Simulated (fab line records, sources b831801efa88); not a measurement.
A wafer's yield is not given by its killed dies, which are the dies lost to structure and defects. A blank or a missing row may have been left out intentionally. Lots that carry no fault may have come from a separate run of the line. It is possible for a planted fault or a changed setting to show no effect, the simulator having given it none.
Problem report, 8D (eight disciplines) form, completed by code ; flow gf180mcu ; the parts of the form that need people (team, actions taken, sign-off) are left out

1. PROBLEM STATEMENT
Mean of end_station_pressure_torr at GF_HV_LDD_IMPLANT_21: 3.69e-05 Torr across 6 wafers in 2 lots; on wafers with no fault it is 5.22e-06 Torr (standard deviation 2.5e-07). That is +99 or more standard deviations from the usual mean.
First observed at day 14 23:02: wafer L915.1, on implanter-02. The record has a number at this step for 42 wafers belonging to 14 lots. By rule, "out" or "out of limits" means more than 4 standard deviations away from the usual mean. The rest of the wafers with a number are treated as sound.

2. WHAT IT IS; WHAT IT IS NOT
question;is;is not
which readings at this step;end_station_pressure_torr;-
which lots;L915, L916;L902, L903, L904, L906, L907, L908, L909, L918, L920, L923, L924, L925
which wafers of those lots;all that have a number;-
read on which tools;implanter-02;implanter-01, implanter-04
when;from day 14 23:02;"up to then (21 sound wafers); but 15 sound wafers of L918, L920, L923, L924, L925 came after"

3. SUSPECTS, AND WHAT RULES EACH OUT
Counting: a tool at a process step up to the reading stays a suspect if it ran every lot that is out and no sound lot after the first of them.
- implanter-02 at GF_HV_LDD_IMPLANT_21: kept. It ran every lot that is out, first L915 (day 14 23:02), and no sound lot after that; its last sound lot up to then is L909 (day 13 04:29). Out on those wafers are its own readings of end_station_pressure_torr.
The count leaves implanter-02 at GF_HV_LDD_IMPLANT_21.

4. THE CAUSE (what the simulator had put in)
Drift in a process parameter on implanter-02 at GF_HV_LDD_IMPLANT_21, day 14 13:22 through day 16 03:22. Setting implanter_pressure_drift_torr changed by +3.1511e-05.
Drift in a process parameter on implanter-02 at GF_HV_LDD_IMPLANT_21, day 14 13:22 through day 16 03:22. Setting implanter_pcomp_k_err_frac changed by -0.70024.
This tool alone remained once counting was done.

5. THE CHAIN OF EFFECTS, in route order
One row per reading whose mean, taken over the struck wafers that have a number, lies over 3 standard deviations from the usual. Only readings for which the record gives a usual standard deviation are gone through. hours: the time from each lot's start at the first step in this table that gives one to its start at this step, as a median over the lots. sigmas: the change in usual standard deviations.
hours;step;reading;usual;on struck wafers;change;sigmas
0;GF_HV_LDD_IMPLANT_21;end_station_pressure_torr;5.22e-06 Torr;3.69e-05;+3.17e-05;+99 or more
Its process steps:
- GF_HV_LDD_IMPLANT_21
At these later measuring or inspecting steps, every struck wafer for which the step has a row has a number for every such reading, and none has moved that far: GF_HV_LDD_CD_MEAS_46.

6. WHAT WOULD HAVE CAUGHT IT SOONER
In this record the first reading out of limits was taken at day 14 23:02, 10 hours after the fault began at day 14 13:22.
